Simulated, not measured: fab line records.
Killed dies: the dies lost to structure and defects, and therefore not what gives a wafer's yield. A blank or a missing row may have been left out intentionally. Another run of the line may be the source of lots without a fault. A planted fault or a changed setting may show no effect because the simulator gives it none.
Problem report in the 8D (eight disciplines) form, filled by code || flow gf180mcu || the parts of the form that need people (team, actions taken, sign-off) are left out

== 1. PROBLEM STATEMENT ==
M3_ALCU_RS at GF_M3_RS_MEAS_05 reads a mean of 0.0969 ohm/sq on 1 wafer of 1 lot; wafers without a fault read 0.0696 ohm/sq with a standard deviation of 0.00057. That puts it +48 standard deviations away from the usual mean.
The step: measures by four-point-probe.
The first sign was on wafer L969.1 at day 24 08:05, on film metro-02. The record holds 30 wafers of 10 lots with a number at this step. The rule behind "out" and "out of limits": a value lying over 4 standard deviations away from the usual mean. Any other wafer with a number is counted as sound.

== 2. WHAT IT IS; WHAT IT IS NOT ==
{"question": "which readings at this step", "is": "M3_ALCU_RS", "is not": "-"}
{"question": "which lots", "is": "L969", "is not": "L959, L962, L974, L975, L977, L979, L980, L981, L982"}
{"question": "which wafers of those lots", "is": "L969.1", "is not": "L969.2, L969.4"}
{"question": "read on which gauges", "is": "film metro-02", "is not": "film metro-01, film metro-04"}
{"question": "when", "is": "from day 24 08:05", "is not": "up to then (8 sound wafers); but 21 sound wafers of L974, L975, L977, L979, L980, L981, L982 came after"}

== 3. WHAT RULES OUT EACH SUSPECT ==
Counting: any tool at a process step up to the reading remains a suspect provided it ran every lot that is out. Sound lots after the first of them don't rule it out here, since some wafers of a struck lot are sound.
- ruled out: the gauge at GF_M3_RS_MEAS_05. All the wafers that are out were read on film metro-02, but those of them that GF_M3_METAL_ETCH_16 has rows for are out there too, on other tools.
- pvd sputter-02 at GF_M3_SPUTTER_02 (material AlCu, target thk 450 nm, time 23.9 s): kept. The lot that is out, L969, ran on it at day 24 08:00; the last sound lot it ran before that was L962, at day 21 13:25.
- pvd sputter-02 at GF_M3_SPUTTER_04 (material TiN, target thk 50 nm, time 41.7 s): kept. The lot that is out, L969, ran on it at day 24 08:03; the last sound lot it ran before that was L962, at day 21 13:28.
Left after counting: pvd sputter-02 at GF_M3_SPUTTER_02, pvd sputter-02 at GF_M3_SPUTTER_04.

== 4. THE CAUSE (what the simulator had put in) ==
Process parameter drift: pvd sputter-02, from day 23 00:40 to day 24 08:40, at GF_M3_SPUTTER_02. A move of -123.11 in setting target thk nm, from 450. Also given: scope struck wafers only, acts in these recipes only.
2 suspects survive the count, and this tool is in that group.

== 5. THE EFFECT CHAIN, in route order ==
Each row: a reading where the mean over the struck wafers with a number is more than 3 standard deviations away from the usual. Only readings for which the record gives a usual standard deviation are gone through. hours: the time from each lot's start at the first step in this table that gives one to its start at this step, as a median over the lots. sigmas: the change in usual standard deviations.
{"hours": 0, "step": "GF_M3_RS_MEAS_05", "reading": "M3_ALCU_RS", "usual": "0.0696 ohm/sq", "on struck wafers": 0.0969, "change": "+0.0273", "sigmas": "+48"}
{"hours": 7, "step": "GF_M3_THK_MEAS_06", "reading": "M3_ALCU_THK", "usual": "449 nm", "on struck wafers": 322, "change": -127, "sigmas": -28}
{"hours": 22, "step": "GF_M3_METAL_ETCH_16", "reading": "oes product au", "usual": "0.972 a.u.", "on struck wafers": 0.848, "change": -0.124, "sigmas": -21}
{"hours": 22, "step": "GF_M3_METAL_ETCH_16", "reading": "throttle valve pct", "usual": "28.250 %", "on struck wafers": 28.364, "change": "+0.114", "sigmas": "+11"}
The process steps in it:
- GF_M3_METAL_ETCH_16: etches the open film in Cl2/BCl3, stops on SiO2, target depth 627.5 nm, time 104.6 s.

== 6. HOW IT WOULD HAVE BEEN CAUGHT EARLIER ==
Counted from the fault's start at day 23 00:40, it took 31 hours until the first out-of-limits reading at a measuring or inspecting step in this record, taken at day 24 08:05.
No tool reading at GF_M3_SPUTTER_02 that has a usual standard deviation in the record was out on any struck wafer, so an alarm limit of 4 standard deviations on those readings would not have fired.
The start of GF_M3_SPUTTER_02 on pvd sputter-02 came by day 24 08:05 for every one of the lots that are out (1). A hold on the tool at that time would have spared none of them.
